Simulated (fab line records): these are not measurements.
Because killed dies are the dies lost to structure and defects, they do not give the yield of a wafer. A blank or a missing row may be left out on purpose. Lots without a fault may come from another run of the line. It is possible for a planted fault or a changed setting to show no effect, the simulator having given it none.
fab line records	flow sky130
record: lots: 6	wafers: 18	lastDay: 50
route steps=708 shown GATE_OXIDE@196 POLY_GATE@204 RES_PROTECT@206 PAD_OPEN@708
lots untouched by any fault: they come from a run of this same line in which no faults occurred
startH: hours from the record's opening day to when the first of the lot's shown wafers began	waitH: hours elapsed since this lot's preceding step	" repeats the value in the row above	L1.1+2: a row that stands for several wafers	- either no value or no given start	* or withheld: withheld	< > ~ a bound
route shown NAME@n: a module of which the file shows steps, and the number in the route of the first	usual: average and standard deviation across the fault-free wafers	same: alike in all rows	chamber/n: place in a boat	sites: readings site by site	_std_site: the values' standard deviation	_edge_site: the outer-site mean with the inner-site mean subtracted	radiusMm: for every site, how far away it sits from the centre of the wafer	mask NAME#n: copy n	behind: the last tool/chamber to shape the wafer	hold: why the lot was held/for how many hours/how that ended	device: whichever transistor did not switch (one of n, p or np)	end of line: the route-end tests of the same wafers	a step with no rows: only its recipe	killed: not the wafer's yield, but the dies lost to structure and defects at the first sort	map: shows each die of a wafer: x if killed, . if not, _ if none is there
set.NAME: the setting as run; set.NAME@STEP: as run at that earlier step	model.NAME: the simulator's own value behind a step, which no gauge read
lots at some steps of the route; a table a step, a row a wafer
services: the hour from which a tool's chamber was out of use, counted from the record's first day as startH (under 0 if before that day), plus the number of hours and why
== steps ==
step: SKY_GATE_OXIDE_DEVELOP_09
recipe: resist: NOVOLAK	developer: TMAH	developTimeS: 60	devTempC: 23
step: SKY_GATE_OXIDE_OVL_MEAS_10
usual: GATE_OXIDE_OVL: 0.6/1.1
lot.wafer	tool	chamber	startH	waitH	GATE_OXIDE_OVL[nm]
L716.4	overlay-01	-	381.63	0.1	2.3
L716.5	"	-	"	"	1.8
L716.6	"	-	"	"	1.5
L728.2	overlay-02	-	454.96	0.1	-0.6
L728.3	"	-	"	"	-0.7
L728.6	"	-	"	"	-0.8
L729.3	overlay-02	-	456.13	0.1	3.4
L729.4	"	-	"	"	1.7
L729.6	"	-	"	"	2.5
L732.2	overlay-02	-	492.02	0.1	2.4
L732.3	"	-	"	"	2.1
L732.5	"	-	"	"	1.8
L733.2	overlay-02	-	499.36	0.1	-1.5
L733.4	"	-	"	"	-0.3
L733.5	"	-	"	"	-0.7
L734.1	overlay-02	-	504.05	0.1	-1.3
L734.3	"	-	"	"	0.7
L734.5	"	-	"	"	0.2
step: SKY_GATE_OXIDE_IMPLANT_11
recipe: species: B	energyKev: 10	doseCm2: 2.642e+12	tiltDeg: withheld
step: SKY_GATE_OXIDE_WET_ETCH_12
recipe: chemistry: dHF	targetDepthNm: 16.8	dry: n2Spin	target: SiO2	dilution: 100:1	tempC: 25	timeS: 336
step: SKY_GATE_OXIDE_STRIP_13
recipe: chemistry: O2/N2	powerW: 1400	pressureMtorr: 1500	platenTempC: withheld	o2FlowSccm: 3000	n2FlowSccm: 300	overashFraction: 0.5
usual: drypumpMotorCurrentA: 5.91/0.27	oesProductAu: 0.716/0.0046	stripTimeToEndpointS: 14.19/0.04
lot.wafer	tool	chamber	startH	waitH	drypumpMotorCurrentA	oesProductAu	rfHoursCounterH	stripTimeToEndpointS
L716.4	plasmaAsher-01	0	381.94	0.0	5.98	0.714	-	14.18
L716.5	"	1	"	"	6.29	0.713	-	14.23
L716.6	"	0	"	"	5.98	0.711	-	14.23
L728.2	plasmaAsher-04	0	455.25	0.0	5.58	0.714	2	14.23
L728.3	"	1	"	"	6.19	0.715	-	14.18
L728.6	"	1	"	"	6.17	0.723	-	14.25
L729.3	plasmaAsher-04	0	456.45	0.0	5.58	0.720	-	14.23
L729.4	"	1	"	"	6.17	0.721	-	14.25
L729.6	"	1	"	"	6.18	0.713	-	14.23
L732.2	plasmaAsher-04	0	492.30	0.0	5.59	0.720	6	14.14
L732.3	"	0	"	"	5.60	0.720	-	14.13
L732.5	"	0	"	"	5.60	0.719	-	14.10
L733.2	plasmaAsher-04	0	499.64	0.0	5.59	0.710	7	14.25
L733.4	"	0	"	"	5.57	0.719	-	14.19
L733.5	"	1	"	"	6.20	0.717	-	14.20
L734.1	plasmaAsher-01	0	504.34	0.0	5.97	0.718	38	14.17
L734.3	"	0	"	"	5.95	0.718	-	14.19
L734.5	"	0	"	"	5.98	0.721	-	14.18
step: SKY_GATE_OXIDE_TW_MEAS_14
usual: GATE_OXIDE_TW: 226.3/1.4
lot.wafer	tool	chamber	startH	waitH	GATE_OXIDE_TW
L716.4	filmMetro-03	-	382.03	0.1	226.2
L716.5	"	-	"	"	226.7
L716.6	"	-	"	"	227.3
L728.2	filmMetro-04	-	455.36	0.1	225.3
L728.3	"	-	"	"	226.6
L728.6	"	-	"	"	227.1
L729.3	filmMetro-04	-	456.54	0.1	225.1
L729.4	"	-	"	"	225.0
L729.6	"	-	"	"	224.5
L732.2	filmMetro-01	-	492.41	0.1	223.8
L732.3	"	-	"	"	225.6
L732.5	"	-	"	"	225.0
L733.2	filmMetro-03	-	499.75	0.1	227.0
L733.4	"	-	"	"	226.8
L733.5	"	-	"	"	226.8
L734.1	filmMetro-03	-	504.44	0.1	226.9
L734.3	"	-	"	"	228.0
L734.5	"	-	"	"	226.1
step: SKY_GATE_OXIDE_CLEAN_15
recipe: chemistry: SC1/SC2	mix: 1:4:20	tempC: 70	timeS: 150	dry: n2Spin
step: SKY_GATE_OXIDE_OXIDATION_16
recipe: tempC: 800	ambient: O2	idleTempC: 700	rampUpCPerMin: 10	rampDownCPerMin: 3	stabiliseS: 600	purgeS: 300	targetThkA: 35.7	oxTimeS: 1915
step: SKY_POLY_GATE_CVD_00
recipe: material: poly-Si	targetThkNm: 180	tempC: 620	timeS: 720	pressureMtorr: 200
step: SKY_POLY_GATE_THK_MEAS_01
recipe: reads: poly-Si_of_POLY_GATE_CVD_00
usual: POLY_GATE_CVD_00_THK: 179.3/1.4
lot.wafer	tool	chamber	startH	waitH	POLY_GATE_CVD_00_THK[nm]
L716.4	filmMetro-02	-	385.83	0.1	178.0
L716.5	"	-	"	"	180.0
L716.6	"	-	"	"	179.5
L728.2	filmMetro-04	-	458.75	0.0	181.2
L728.3	"	-	"	"	180.7
L728.6	"	-	"	"	181.5
L729.3	filmMetro-04	-	459.96	0.0	178.8
L729.4	"	-	"	"	177.6
L729.6	"	-	"	"	178.9
L732.2	filmMetro-03	-	495.26	0.0	176.6
L732.3	"	-	"	"	176.7
L732.5	"	-	"	"	174.4
L733.2	filmMetro-03	-	502.59	0.0	179.4
L733.4	"	-	"	"	179.9
L733.5	"	-	"	"	179.2
L734.1	filmMetro-04	-	507.28	0.0	181.8
L734.3	"	-	"	"	180.1
L734.5	"	-	"	"	181.7
step: SKY_RES_PROTECT_DEHYDRATE_00
recipe: tempC: 200	timeS: 60
step: SKY_RES_PROTECT_HMDS_01
recipe: primeTimeS: 60	primeTempC: 120
step: SKY_RES_PROTECT_COAT_02
recipe: resist: NOVOLAK	spinRpm: 3000	resistThkNm: 1140
usual: chillPlateTempC: 23.01/0.11	dispensePressureKPa: 50/3.7
lot.wafer	tool	chamber	startH	waitH	chillPlateTempC	dispensePressureKPa
L716.4	lithoTrack-01	0	399.50	0.1	23.04	55
L716.5	"	0	"	"	23.02	55
L716.6	"	0	"	"	22.97	55
L728.2	lithoTrack-04	-	473.73	0.1	-	-
L728.3	"	-	"	"	-	-
L728.6	"	-	"	"	-	-
L729.3	lithoTrack-04	-	475.00	0.1	-	-
L729.4	"	-	"	"	-	-
L729.6	"	-	"	"	-	-
L732.2	lithoTrack-04	0	510.73	0.1	23.03	47
L732.3	"	0	"	"	23.08	47
L732.5	"	0	"	"	23.11	47
L733.2	lithoTrack-01	0	516.19	0.1	23.13	55
L733.4	"	0	"	"	23.13	55
L733.5	"	0	"	"	23.28	55
L734.1	lithoTrack-03	0	522.12	0.1	22.88	48
L734.3	"	0	"	"	22.98	48
L734.5	"	0	"	"	23.01	48
step: SKY_RES_PROTECT_SOFTBAKE_03
recipe: tempC: 90	timeS: 60	resist: NOVOLAK
step: SKY_PAD_OPEN_PROBE_99
usual: killed_at_M0_to_M3: 43/7.5	killed_at_M4_up: 3.0/1.6	killedAtContacts: 23/5.8	killedAtFrontEnd: 14/4.8	killedAtOther: 0.3/0.52	killedDies: 84/9.1	killedOpen: 47/7.2	killedShort: 37/5.8
same: grossDies: 492	killedAtBackSide: 0
lot.wafer	tool	chamber	startH	waitH	killed_at_M0_to_M3	killed_at_M4_up	killedAtContacts	killedAtFrontEnd	killedAtOther	killedDies	killedOpen	killedShort	model.etest.resXhighPo.lineOhmUm	model.etest.resXhighPo.rsOhmSq	model.etest.resHighPo.lineOhmUm	model.etest.resHighPo.rsOhmSq	model.etest.liconHighPo.rcOhm	model.etest.resXhighPo.rsOhmSqRange	model.etest.resHighPo.rsOhmSqRange
L716.4	prober-01	-	1136.12	0.2	45	0	19	21	0	85	46	39	5884	2019	766.5	264.4	360.8	126	8.407
L716.5	prober-01	-	1136.17	0.2	39	3	31	17	1	91	52	39	6002	2075	769	266.8	360	113.2	8.846
L716.6	prober-01	-	1136.22	0.2	51	4	21	19	0	95	55	40	5940	2094	777.3	271.8	359.6	110.1	7.224
L728.2	prober-01	-	1174.64	0.1	50	2	20	7	1	80	44	36	166.9	59.07	215.3	75.4	185.6	1.198	2.301
L728.3	prober-01	-	1174.69	0.2	43	6	35	7	0	91	51	40	167.6	59.72	212.8	76.07	185.7	0.7615	2.125
L728.6	prober-01	-	1174.84	0.2	55	2	24	4	0	85	52	33	165.4	58.82	211.7	74.91	191.4	0.9971	1.933
L729.3	prober-02	-	1177.49	0.2	62	4	20	10	2	98	63	35	170.9	60.73	220.5	76.9	193.8	3.29	4.841
L729.4	prober-02	-	1177.54	0.2	47	2	19	11	1	80	43	37	174	61.45	218	77.86	182.2	3.291	4.975
L729.6	prober-02	-	1177.64	0.2	56	2	23	13	0	94	51	43	171.7	60.17	213.7	76.08	181.7	3.015	3.881
L732.2	prober-01	-	1194.56	0.1	44	6	13	19	0	82	46	36	5782	2061	767.7	271.3	361	153.5	15.02
L732.3	prober-01	-	1194.61	0.2	38	4	19	18	0	79	49	30	5749	1999	770	270.5	351.3	171.8	15.59
L732.5	prober-01	-	1194.71	0.2	38	0	34	16	0	88	54	34	6151	2116	820.4	279.3	371.6	165	13.96
L733.2	prober-02	-	1198.18	0.1	44	2	28	14	0	88	44	44	5215	1814	709.8	250.4	338.9	98.18	11.43
L733.4	prober-02	-	1198.28	0.2	32	3	24	16	0	75	45	30	5635	1957	743	259.8	342.2	104.3	11.85
L733.5	prober-02	-	1198.33	0.2	42	2	10	9	1	64	32	32	5692	1962	758.2	260.4	356.4	109.7	12.03
L734.1	prober-01	-	1199.49	0.1	37	1	33	19	0	90	54	36	5917	2068	766.6	268.7	359.1	159.9	13.67
L734.3	prober-01	-	1199.59	0.2	33	2	39	20	1	95	47	48	6036	2064	793.1	269.8	363.5	147.7	16.23
L734.5	prober-01	-	1199.69	0.2	47	4	38	15	0	104	60	44	5988	2057	762.5	269.4	381.5	172.8	13.59
killed by level:class
L716.4 METAL1:geometricParticle:short=9 CONTACT:geometricParticle:open=8 VIA1:geometricParticle:open=8 VIA2:geometricParticle:open=6 POLY_GATE:geometricParticle:open=6 VIA3:geometricParticle:open=6 FIELD_ISO:geometricParticle:short=5 POLY_GATE:geometricParticle:short=5
L716.5 CONTACT:geometricParticle:open=10 VIA1:geometricParticle:open=10 LOCAL_INTERCONNECT:geometricParticle:short=7 VIA3:geometricParticle:open=7 POLY_GATE:geometricParticle:open=6 FIELD_ISO:geometricParticle:short=5 LI_CONTACT:geometricParticle:short=5 LI_CONTACT:geometricParticle:open=4
L716.6 VIA3:geometricParticle:open=13 CONTACT:geometricParticle:open=12 METAL2:geometricParticle:short=8 FIELD_ISO:geometricParticle:open=7 METAL1:geometricParticle:short=6 VIA1:geometricParticle:short=6 VIA2:geometricParticle:open=6 LI_CONTACT:geometricParticle:open=5
L728.2 VIA3:geometricParticle:open=16 CONTACT:geometricParticle:open=7 VIA1:geometricParticle:open=7 METAL2:geometricParticle:short=7 VIA1:geometricParticle:short=6 VIA2:geometricParticle:open=5 METAL1:geometricParticle:short=4 LI_CONTACT:geometricParticle:open=4
L728.3 VIA1:geometricParticle:open=12 CONTACT:geometricParticle:open=11 CONTACT:geometricParticle:short=9 LI_CONTACT:geometricParticle:open=8 VIA2:geometricParticle:open=7 METAL2:geometricParticle:short=6 LOCAL_INTERCONNECT:geometricParticle:short=5 METAL1:geometricParticle:short=5
L728.6 VIA1:geometricParticle:open=12 CONTACT:geometricParticle:open=10 VIA2:geometricParticle:open=8 VIA3:geometricParticle:open=8 LI_CONTACT:geometricParticle:open=7 METAL1:geometricParticle:short=7 METAL2:geometricParticle:short=6 METAL2:geometricParticle:open=4
L729.3 VIA1:geometricParticle:open=13 VIA3:geometricParticle:open=11 VIA2:geometricParticle:open=9 CONTACT:geometricParticle:open=9 METAL2:geometricParticle:short=8 LI_CONTACT:geometricParticle:open=6 METAL1:geometricParticle:short=6 VIA1:geometricParticle:short=6
L729.4 VIA1:geometricParticle:open=16 LI_CONTACT:geometricParticle:open=7 LOCAL_INTERCONNECT:geometricParticle:short=7 VIA2:geometricParticle:open=6 VIA1:geometricParticle:short=6 FIELD_ISO:geometricParticle:short=4 CONTACT:geometricParticle:open=4 METAL2:geometricParticle:short=4
L729.6 VIA1:geometricParticle:open=13 LI_CONTACT:geometricParticle:open=10 METAL1:geometricParticle:short=9 VIA1:geometricParticle:short=9 CONTACT:geometricParticle:open=7 VIA2:geometricParticle:open=7 VIA3:geometricParticle:open=6 POLY_GATE:geometricParticle:short=5
L732.2 VIA3:geometricParticle:open=8 CONTACT:geometricParticle:open=8 VIA2:geometricParticle:open=8 POLY_GATE:geometricParticle:short=7 VIA1:geometricParticle:open=6 FIELD_ISO:geometricParticle:short=5 VIA1:geometricParticle:short=4 VIA2:geometricParticle:short=4
L732.3 VIA1:geometricParticle:open=11 VIA2:geometricParticle:open=7 FIELD_ISO:geometricParticle:open=6 VIA1:geometricParticle:short=6 CONTACT:geometricParticle:open=6 VIA3:geometricParticle:open=6 POLY_GATE:geometricParticle:short=5 METAL2:geometricParticle:open=5
L732.5 CONTACT:geometricParticle:open=14 LI_CONTACT:geometricParticle:open=11 VIA3:geometricParticle:open=8 FIELD_ISO:geometricParticle:short=6 VIA1:geometricParticle:open=6 METAL2:geometricParticle:short=6 VIA2:geometricParticle:open=6 SPACER:geometricParticle:short=4
L733.2 VIA1:geometricParticle:open=9 VIA3:geometricParticle:open=9 CONTACT:geometricParticle:short=8 VIA1:geometricParticle:short=8 LI_CONTACT:geometricParticle:open=7 CONTACT:geometricParticle:open=6 FIELD_ISO:geometricParticle:open=5 VIA2:geometricParticle:open=5
L733.4 CONTACT:geometricParticle:open=8 VIA1:geometricParticle:open=8 LI_CONTACT:geometricParticle:open=7 VIA2:geometricParticle:open=6 METAL3:geometricParticle:short=5 FIELD_ISO:geometricParticle:open=4 POLY_GATE:geometricParticle:open=4 FIELD_ISO:geometricParticle:short=3
L733.5 VIA1:geometricParticle:open=7 VIA3:geometricParticle:open=7 METAL2:geometricParticle:short=6 CONTACT:geometricParticle:short=4 METAL1:geometricParticle:short=4 VIA2:geometricParticle:open=4 METAL3:geometricParticle:short=4 POLY_GATE:geometricParticle:open=3
L734.1 CONTACT:geometricParticle:open=12 VIA1:geometricParticle:open=11 LI_CONTACT:geometricParticle:open=10 CONTACT:geometricParticle:short=8 VIA3:geometricParticle:open=5 FIELD_ISO:geometricParticle:short=4 POLY_GATE:geometricParticle:open=4 SPACER:geometricParticle:short=4
L734.3 CONTACT:geometricParticle:open=12 CONTACT:geometricParticle:short=10 LI_CONTACT:geometricParticle:open=9 VIA1:geometricParticle:open=9 FIELD_ISO:geometricParticle:open=5 POLY_GATE:geometricParticle:open=5 METAL1:geometricParticle:short=5 FIELD_ISO:geometricParticle:short=4
L734.5 CONTACT:geometricParticle:open=17 VIA1:geometricParticle:open=12 LI_CONTACT:geometricParticle:open=11 METAL2:geometricParticle:short=7 METAL1:geometricParticle:short=5 VIA2:geometricParticle:open=5 FIELD_ISO:geometricParticle:open=4 FIELD_ISO:geometricParticle:short=4
== services ==
tool	chamber	startH	hours	kind
plasmaAsher-01	-	360.87	1.6	repair
plasmaAsher-04	-	384.05	2.2	repair
plasmaAsher-04	-	401.92	2.2	repair
plasmaAsher-04	-	421.25	9.0	pm
plasmaAsher-04	0	421.25	9.0	ventCycle
plasmaAsher-04	1	421.25	9.0	ventCycle
plasmaAsher-04	0	430.25	-	clean
plasmaAsher-04	1	430.25	-	clean
plasmaAsher-01	-	480.93	4.5	repair
plasmaAsher-01	-	488.27	3.8	repair
plasmaAsher-01	-	509.06	10.3	pm
== key ==
firstSign: step: SKY_RES_PROTECT_COAT_02	reading: toolRecord	direction: missing
effect none on later readings
modelEffect: step: SKY_PAD_OPEN_PROBE_99	value: etest.resXhighPo.lineOhmUm	without: 5653	struck: 169.4
metAt SKY_RES_PROTECT_COAT_02
struckWafers L728.2,L728.3,L728.6,L729.3,L729.4,L729.6
testerLeftOut L728,L729
fault: kind: skippedStepWhole	tool: lithoTrack-04	chamber: -	onsetH: 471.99	steps: SKY_RES_PROTECT_COAT_02	scope: struckLotsOnly
testerLeftOut: of these lots the tester's yield and bins aren't shown, on N5 and GAA mostly nor the transistor test; their killed dies are dies lost to structure and defects alone, not to doping, threshold or leakage, so they don't give the yield
